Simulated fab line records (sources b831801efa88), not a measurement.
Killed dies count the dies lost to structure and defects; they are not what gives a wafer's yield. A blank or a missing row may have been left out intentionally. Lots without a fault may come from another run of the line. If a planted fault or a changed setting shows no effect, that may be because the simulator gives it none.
A single fault, viewed from 2 desks | flow sky130 | only its own numbers are on each desk; what lay behind them is given at the end

## TOOL OWNER'S DESK, implanter-01
SKY_LDD_LDN_IMPLANT_08, tool's own readings: per-lot mean of the sampled wafers with a number, covering each lot this tool ran. Marked OUT: a lot whose mean sits more than 4 standard deviations from the usual mean, which makes it out of limits; the brackets give that distance.
Columns: A = dose-ions-cm2 at SKY_LDD_LDN_IMPLANT_08, usual 1.2496e+13; B = faraday-current-uA at SKY_LDD_LDN_IMPLANT_08, usual 70.4
lot  | first seen here | A                            | B
L471 | day 23 20:02    | 1.2490e+13                   | 70.1
L473 | day 24 02:17    | 1.2498e+13                   | 70.3
L476 | day 25 07:08    | 1.0022e+13 (-99 or more) OUT | 56.3 (-11) OUT
L477 | day 25 15:44    | 1.0019e+13 (-99 or more) OUT | 55.2 (-12) OUT
L492 | day 30 19:22    | 1.2496e+13                   | 71.0
L493 | day 30 21:35    | 1.2484e+13                   | 69.5
This desk's finding: out of limits on L476, L477; first on L476, day 25 07:08 (dose-ions-cm2 at SKY_LDD_LDN_IMPLANT_08). L471, L473, L492, L493 stayed within limits.

## FROM THE METROLOGY DESK
What the gauges read, lot by lot, whatever tool the lot ran on: means of the sampled wafers that have a number. Marked OUT: a lot whose mean sits more than 4 standard deviations from the usual mean, which makes it out of limits; the brackets give that distance.
Columns: A = cd-nm at SKY_POLY_GATE_CD_MEAS_13, usual 149.9 nm; B = LDD_N_OVL at SKY_LDD_N_OVL_MEAS_07, usual -0.5 nm
lot  | first seen here | A     | B
L470 | day 15 23:32    | 151.8 | 1.6
L472 | day 17 06:52    | 147.9 | -0.9
L471 | day 17 07:52    | 150.5 | -0.9
L473 | day 17 12:44    | 151.0 | -2.9
L474 | day 17 15:18    | 150.0 | -0.3
L476 | day 18 19:33    | 150.2 | 2.3
L477 | day 19 03:59    | 150.5 | -2.7
L478 | day 19 10:04    | 149.4 | -0.2
L486 | day 22 12:45    | 149.1 | -0.9
L488 | day 22 23:01    | 152.2 | -0.0
L490 | day 24 06:54    | 149.8 | -0.3
L492 | day 24 16:35    | 147.4 | -0.6
L493 | day 24 20:00    | 150.6 | 0.4
This desk found nothing out of limits on any of the 13 lots.

## ALL TOGETHER
The tool owner's desk could have raised an alarm at day 25 07:08, on L476, L477.
From the metrology desk's view, nothing was out of limits.
The metrology desk holds a record of L476, L477, inside its limits.
All the named lots went through SKY_LDD_LDN_IMPLANT_08 on implanter-01.

## WHAT WAS PUT IN BY THE SIMULATOR
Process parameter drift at SKY_LDD_LDN_IMPLANT_08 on implanter-01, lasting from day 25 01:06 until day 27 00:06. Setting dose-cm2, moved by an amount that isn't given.
Shown lots that were struck: L476, L477.
How many hours passed from the start of the fault until each desk's first out-of-limits reading: the tool owner's desk, 6.
